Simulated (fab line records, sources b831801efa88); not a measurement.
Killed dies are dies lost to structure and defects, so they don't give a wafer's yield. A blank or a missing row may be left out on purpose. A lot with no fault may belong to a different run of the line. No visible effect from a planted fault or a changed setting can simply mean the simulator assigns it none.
Chamber matching / flow gf180mcu / GF_V4_CVD_02 on pecvd-01 has 3 sister chambers
The step deposits SiO2 from TEOS, target thk 850 nm, time 94.851 s. 3 wafers are shown with their chamber, then 10 later ones without.

WAFERS, EACH WITH ITS CHAMBER
wafer=L081.4; chamber=0; heater_power_w (W)=718
wafer=L084.1; chamber=1; heater_power_w (W)=603
wafer=L084.2; chamber=2; heater_power_w (W)=855

WAFERS WITH NO CHAMBER GIVEN
wafer=L084.3; heater_power_w (W)=713
wafer=L088.1; heater_power_w (W)=709
wafer=L088.4; heater_power_w (W)=617
wafer=L088.6; heater_power_w (W)=776
wafer=L090.2; heater_power_w (W)=645
wafer=L090.3; heater_power_w (W)=625
wafer=L090.4; heater_power_w (W)=656
wafer=L095.1; heater_power_w (W)=708
wafer=L095.2; heater_power_w (W)=650
wafer=L095.6; heater_power_w (W)=791

WHICH CHAMBER EACH ONE RAN IN
wafer=L084.3; from the rows above=0; in truth=0
wafer=L088.1; from the rows above=0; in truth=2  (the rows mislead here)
wafer=L088.4; from the rows above=1; in truth=1
wafer=L088.6; from the rows above=can't be placed: 0 or 2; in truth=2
wafer=L090.2; from the rows above=can't be placed: 1 or 0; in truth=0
wafer=L090.3; from the rows above=can't be placed: 1 or 0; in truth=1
wafer=L090.4; from the rows above=can't be placed: 1 or 0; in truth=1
wafer=L095.1; from the rows above=0; in truth=0
wafer=L095.2; from the rows above=can't be placed: 1 or 0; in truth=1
wafer=L095.6; from the rows above=can't be placed: 2 or 0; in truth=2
3 of 10 placed correctly. Cannot be placed on the basis of these rows: 6; the candidates contain the true chamber in 6. 1 placed wrongly.
How it was worked out, from the rows above alone: a wafer's distance from a chamber is the root of the sum, over the readings, of the square of ((its reading less the chamber's mean) divided by the reading's scatter). If the next closest chamber is less than 2 further off than the closest, the wafer can't be placed; otherwise it belongs to the closest. The mean given for a chamber averages the wafers shown for that chamber. The scatter: root of mean squared gap, hidden wafer to nearest shown wafer, with one shown wafer a chamber.
